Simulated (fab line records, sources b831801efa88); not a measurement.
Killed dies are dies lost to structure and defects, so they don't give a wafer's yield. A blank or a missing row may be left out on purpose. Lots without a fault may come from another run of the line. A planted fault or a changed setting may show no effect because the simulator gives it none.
Chamber matching | flow gf180mcu | GF_PASSIVATION_CVD_02 on pecvd-01: 3 sister chambers
The step deposits Si3N4, target thk 700 nm, time 486.18 s. 6 wafers are shown with their chamber, then 7 later ones without.

WAFERS WITH THEIR CHAMBER
wafer  | chamber | heater_power_w (W)
L504.2 | 0       | 963
L518.1 | 2       | 799
L518.3 | 0       | 800
L518.4 | 1       | 808
L517.1 | 2       | 887
L517.5 | 1       | 916

WAFERS WITHOUT THEIR CHAMBER
wafer  | heater_power_w (W)
L517.6 | 906
L519.1 | 828
L519.2 | 911
L519.4 | 878
L520.3 | 868
L520.4 | 884
L520.6 | 717

WHICH CHAMBER EACH WENT THROUGH
wafer  | from the rows above          | in truth
L517.6 | can't be placed: 0 or 1 or 2 | 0
L519.1 | can't be placed: 2 or 1 or 0 | 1
L519.2 | can't be placed: 0 or 1 or 2 | 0
L519.4 | can't be placed: 0 or 1 or 2 | 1
L520.3 | can't be placed: 1 or 0 or 2 | 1
L520.4 | can't be placed: 0 or 1 or 2 | 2
L520.6 | can't be placed: 2 or 1 or 0 | 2
Placed correctly: 0 of 7. Can't be placed from these rows: 7 (the true chamber is among the candidates in 7). Placed wrongly: 0.
How it was worked out, from the rows above alone: a wafer's distance from a chamber is the root of the sum, over the readings, of the square of ((its reading less the chamber's mean) divided by the reading's scatter). The wafer belongs to the nearest chamber; if the next one is less than 2 further off, it can't be placed. A chamber's mean is the mean of its shown wafers. The scatter: the root of (the sum of the squares of (reading less its chamber's mean) over the shown wafers, divided by (wafers less chambers)).
